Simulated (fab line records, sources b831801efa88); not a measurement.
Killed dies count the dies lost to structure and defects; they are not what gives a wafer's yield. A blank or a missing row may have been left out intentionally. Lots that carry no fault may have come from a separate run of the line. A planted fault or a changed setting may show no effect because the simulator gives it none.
What tool caused it? | flow gf180mcu | 12 lots, 34 wafers sampled, at 5 steps of a route of 602

== WHAT THE GAUGES READ, wafer by wafer ==
GF_V4_THK_MEAS_01. Usual: V4_CVD_00_THK typically reads 600 nm, with standard deviation 6.5.
lot  | measured     | on            | V4_CVD_00_THK (nm) | flag
L246 | day 23 17:30 | film-metro-02 | 606 607 615        |
L247 | day 23 23:13 | film-metro-02 | 605 607 605        |
L248 | day 24 10:59 | film-metro-02 | 593 590 605        |
L249 | day 24 14:16 | film-metro-03 | 595 594 594        |
L254 | day 26 07:58 | film-metro-02 | 607 598 594        |
L258 | day 27 14:38 | film-metro-04 | 603                |
L259 | day 28 05:10 | film-metro-04 | 603 603 608        |
L261 | day 28 17:58 | film-metro-04 | 596 605 591        |
L262 | day 28 20:40 | film-metro-02 | 598 600 603        |
L266 | day 30 03:11 | film-metro-04 | 592 600 601        |
L268 | day 30 12:00 | film-metro-03 | 588 597 595        |
L269 | day 30 14:49 | film-metro-04 | 589 598 603        |

GF_M5_CD_MEAS_07: target cd 280 nm. Usual: cd-nm reads 280.2 nm (standard deviation 1.1).
lot  | measured     | on        | cd-nm (nm)        | flag
L246 | day 26 13:24 | cd-sem-01 | 277.9 278.6 280.2 |
L247 | day 26 18:53 | cd-sem-02 | 279.7 277.9 279.7 |
L248 | day 27 05:42 | cd-sem-01 | 280.2 279.6 279.9 |
L249 | day 27 09:25 | cd-sem-01 | 282.4 282.4 281.9 |
L254 | day 28 23:58 | cd-sem-01 | 279.6 279.6 280.2 |
L258 | day 30 03:24 | cd-sem-01 | 280.0             |
L259 | day 30 17:15 | cd-sem-01 | 280.2 280.7 280.9 |
L261 | day 31 04:14 | cd-sem-01 | 279.7 280.9 279.8 |
L262 | day 31 06:55 | cd-sem-01 | 282.0 282.6 282.2 |
L266 | day 32 11:08 | cd-sem-01 | 279.0 278.9 279.6 |
L268 | day 32 18:35 | cd-sem-02 | 280.3 280.0 279.5 |
L269 | day 32 21:24 | cd-sem-02 | 282.5 280.8 281.6 |

GF_V5_BOW_MEAS_05. Usual: V5_BOW typically reads 131 um, with standard deviation 9.6.
lot  | measured     | on            | V5_BOW (um)       | flag
L246 | day 26 14:48 | film-metro-01 | 132 129 135       |
L247 | day 26 20:17 | film-metro-03 | 135 132 140       |
L248 | day 27 07:06 | film-metro-01 | 118 122 127       |
L249 | day 27 10:49 | film-metro-04 | 126 130 135       |
L254 | day 29 01:25 | film-metro-01 | 141 140 145       |
L258 | day 30 04:48 | film-metro-03 | 129 -             |
L259 | day 30 18:40 | film-metro-04 | 144 127 131 - - - |
L261 | day 31 05:45 | film-metro-03 | 142 146 139       |
L262 | day 31 08:26 | film-metro-04 | 136 129 118       |
L266 | day 32 12:38 | film-metro-04 | 134 140 136       |
L268 | day 32 19:59 | film-metro-01 | 141 143 145       |
L269 | day 32 23:12 | film-metro-04 | 140 127 126       |

== TOOL THAT RAN EACH LOT (tool first, then ch and the chambers of the sampled wafers, then the start) ==
lot  | GF_M4_STRIP_17                       | GF_V5_CMP_04
L246 | plasma-asher-01 ch 0,1, day 23 16:48 | cmp-02 ch 0,1, day 26 14:33
L247 | plasma-asher-02 ch 1, day 23 22:33   | cmp-02 ch 0,2,3, day 26 20:01
L248 | plasma-asher-01 ch 0,1, day 24 09:55 | cmp-01 ch 0,1,2, day 27 06:52
L249 | plasma-asher-01 ch 0,1, day 24 13:32 | cmp-02 ch 0,1,2, day 27 10:37
L254 | plasma-asher-02 ch 0,1, day 26 07:21 | cmp-02 ch 0,2,3, day 29 01:10
L258 | plasma-asher-04 ch 0, day 27 14:02   | cmp-01 ch 0, day 30 04:33
L259 | plasma-asher-02 ch 0,1, day 28 04:32 | cmp-01 ch 0,2,3, day 30 18:28
L261 | plasma-asher-02 ch 1, day 28 17:21   | cmp-02 ch 0,1, day 31 05:26
L262 | plasma-asher-04 ch 0,1, day 28 20:03 | cmp-02 ch 0,1,2, day 31 08:16
L266 | plasma-asher-02 ch 0,1, day 30 02:32 | cmp-02 ch 0,1,2, day 32 12:20
L268 | plasma-asher-02 ch 0,1, day 30 10:59 | cmp-02 ch 0,1,3, day 32 19:40
L269 | plasma-asher-02 ch 0,1, day 30 14:02 | cmp-02 ch 1,2,3, day 32 22:59
- GF_M4_STRIP_17: strips in O2/N2.
- GF_V5_CMP_04: polishes SiO2.

== AS READ BY THE TOOLS THEMSELVES (means over the sampled wafers that have a number; for cases with no such wafer, the mark the record gives instead) ==
GF_M4_STRIP_17. Usual: drypump-motor-current-A 5.8 A, standard deviation 0.49; heater-power-w 324 W, standard deviation 24; oes-product-au 0.558 a.u., standard deviation 0.0048; strip-time-to-endpoint-s 7.86 s, standard deviation 0.058.
lot  | tool            | drypump-motor-current-A (A) | heater-power-w (W) | oes-product-au (a.u.) | strip-time-to-endpoint-s (s) | flag
L246 | plasma-asher-01 | 5.2                         | 335                | 0.553                 | 7.86                         |
L247 | plasma-asher-02 | 6.2                         | 292                | 0.560                 | 7.93                         |
L248 | plasma-asher-01 | 5.2                         | 332                | 0.557                 | 7.81                         |
L249 | plasma-asher-01 | 5.2                         | 335                | 0.557                 | 7.87                         |
L254 | plasma-asher-02 | 6.2                         | 299                | 0.556                 | 7.85                         |
L258 | plasma-asher-04 | 5.2                         | 320                | 0.561                 | 7.85                         |
L259 | plasma-asher-02 | 6.2                         | 301                | 0.557                 | 7.84                         |
L261 | plasma-asher-02 | 6.2                         | 287                | 0.560                 | 7.83                         |
L262 | plasma-asher-04 | 5.4                         | 333                | 0.561                 | 7.95                         |
L266 | plasma-asher-02 | 6.3                         | 300                | 0.553                 | 7.79                         |
L268 | plasma-asher-02 | 6.3                         | 301                | 0.557                 | 7.84                         |
L269 | plasma-asher-02 | 6.3                         | 303                | 0.560                 | 7.89                         |

GF_V5_CMP_04. Usual: motor-current-A reads 12.6 A (standard deviation 1).
lot  | tool   | motor-current-A (A) | flag
L246 | cmp-02 | 12.6                |
L247 | cmp-02 | 11.6                |
L248 | cmp-01 | 12.6                |
L249 | cmp-02 | 12.2                |
L254 | cmp-02 | 11.5                |
L258 | cmp-01 | 13.4                |
L259 | cmp-01 | 13.3                |
L261 | cmp-02 | 13.0                |
L262 | cmp-02 | 12.3                |
L266 | cmp-02 | 12.4                |
L268 | cmp-02 | 12.7                |
L269 | cmp-02 | 12.5                |

== THE ANSWER, worked out from the rows above alone ==
Rule: take the mean of a lot's wafers that have a number; if it is more than 3 standard deviations from the usual mean, the lot is off. A lot without any number at a reading at which 4 lots or more have one is off too. Any other lot the step has rows for is counted as sound. After the gauges, taken in route order, come the tools' own readings; for these a lot's mean is taken, as printed above. At the first step where some lot is off, the reading lying furthest off is the one used; lots without a number count as furthest.
Across all readings shown, no lot is off: no conclusion can be drawn from this.

== WHAT THE SIMULATOR PUT IN ==
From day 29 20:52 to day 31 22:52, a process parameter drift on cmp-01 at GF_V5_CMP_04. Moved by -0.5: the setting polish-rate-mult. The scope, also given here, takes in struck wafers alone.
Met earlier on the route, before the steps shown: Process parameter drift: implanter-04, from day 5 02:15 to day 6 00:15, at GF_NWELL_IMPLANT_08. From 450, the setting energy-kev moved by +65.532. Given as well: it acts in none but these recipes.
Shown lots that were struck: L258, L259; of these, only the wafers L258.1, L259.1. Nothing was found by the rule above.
